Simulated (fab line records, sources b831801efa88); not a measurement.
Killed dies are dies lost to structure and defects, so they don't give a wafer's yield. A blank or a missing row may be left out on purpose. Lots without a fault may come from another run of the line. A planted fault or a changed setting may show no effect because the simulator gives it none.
Problem report in the 8D (eight disciplines) form, filled by code | flow sfq_line | the parts of the form that need people (team, actions taken, sign-off) are left out

1. THE PROBLEM
thk_nm at SFQ_TRILAYER_I1_METRO_MEASURE_047 reads a mean of 150.1 nm on 3 wafers of 2 lots; wafers without a fault read 199.7 nm with a standard deviation of 1.3. That is -38 standard deviations from the usual mean.
First seen on wafer L707.5, day 16 08:06, on film_metro-01. The record holds 42 wafers of 14 lots with a number at this step. Rule for "out", or "out of limits": more than 4 standard deviations from the usual mean. The other wafers with a number count as sound.

2. WHAT IT IS AND WHAT IT IS NOT
question                    | is                     | is not
which readings at this step | thk_nm                 | -
which lots                  | L707, L709             | L700, L701, L702, L703, L704, L705, L711, L717, L719, L720, L721, L722
which wafers of those lots  | L707.5, L709.1, L709.6 | L707.3, L707.6, L709.2
read on which tools         | film_metro-01          | film_metro-02, film_metro-04
when                        | from day 16 08:06      | up to then (20 sound wafers); but 19 sound wafers of L709, L711, L717, L719, L720, L721, L722 came after

3. SUSPECTS, AND WHAT RULES EACH OUT
Counting: a tool at a process step up to the reading stays a suspect if it ran every lot that is out. Sound lots after the first of them don't rule it out here, since some wafers of a struck lot are sound.
- cmp-02 at SFQ_TRILAYER_I1_CMP_CMP_046 (polishes SiO2): kept. It ran every lot that is out, first L707 (day 16 01:30); its last sound lot up to then is L705 (day 15 13:00).
- film_metro-01 at SFQ_TRILAYER_I1_METRO_MEASURE_047: kept. It ran every lot that is out, first L707 (day 16 08:06); its last sound lot up to then is L705 (day 15 16:07). Its own readings are out on those wafers: thk_nm.
- Within cmp-02 at SFQ_TRILAYER_I1_CMP_CMP_046: the wafers that are out ran in chamber 0; their sound lot-mates ran in chambers 1, 2.
Left after counting: cmp-02 at SFQ_TRILAYER_I1_CMP_CMP_046, film_metro-01 at SFQ_TRILAYER_I1_METRO_MEASURE_047.

4. THE CAUSE (what the simulator had put in)
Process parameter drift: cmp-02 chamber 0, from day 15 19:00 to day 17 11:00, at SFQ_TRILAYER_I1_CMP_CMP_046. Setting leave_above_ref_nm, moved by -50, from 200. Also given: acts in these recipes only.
Counting left 2 suspects, and this tool is among them.

5. THE CHAIN OF EFFECTS, in route order
Each row: a reading whose mean over the struck wafers that have a number lies more than 3 standard deviations from the usual. Only readings for which the record gives a usual standard deviation are gone through. hours: the time from each lot's start at the first step in this table that gives one to its start at this step, as a median over the lots. sigmas: the change in usual standard deviations.
hours | step                                  | reading            | usual      | on struck wafers | change | sigmas
0     | SFQ_TRILAYER_I1_CMP_CMP_046           | time_to_endpoint_s | 212 s      | 244              | +32    | +3.6
7     | SFQ_TRILAYER_I1_METRO_MEASURE_047     | thk_nm             | 199.7 nm   | 150.1            | -49.6  | -38
90    | SFQ_TRILAYER_I1_VIA_ETCH_VIA_ETCH_052 | oes_product_au     | 0.854 a.u. | 0.733            | -0.121 | -21
The process steps in it:
- SFQ_TRILAYER_I1_CMP_CMP_046: polishes SiO2.
- SFQ_TRILAYER_I1_METRO_MEASURE_047
- SFQ_TRILAYER_I1_VIA_ETCH_VIA_ETCH_052: etches SiO2 in CHF3, stops on Nb, target depth 260 nm.

6. WHAT WOULD HAVE CAUGHT IT SOONER
In this record the first reading out of limits was taken at day 16 08:06, 13 hours after the fault began at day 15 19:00.
Of the tool readings at SFQ_TRILAYER_I1_CMP_CMP_046 for which the record gives a usual standard deviation, none was out on any struck wafer, so an alarm limit of 4 standard deviations on them would not have fired.
Of the lots that are out (2), L709 began SFQ_TRILAYER_I1_CMP_CMP_046 on cmp-02 after day 16 08:06. A hold on the tool at that time would have spared it.
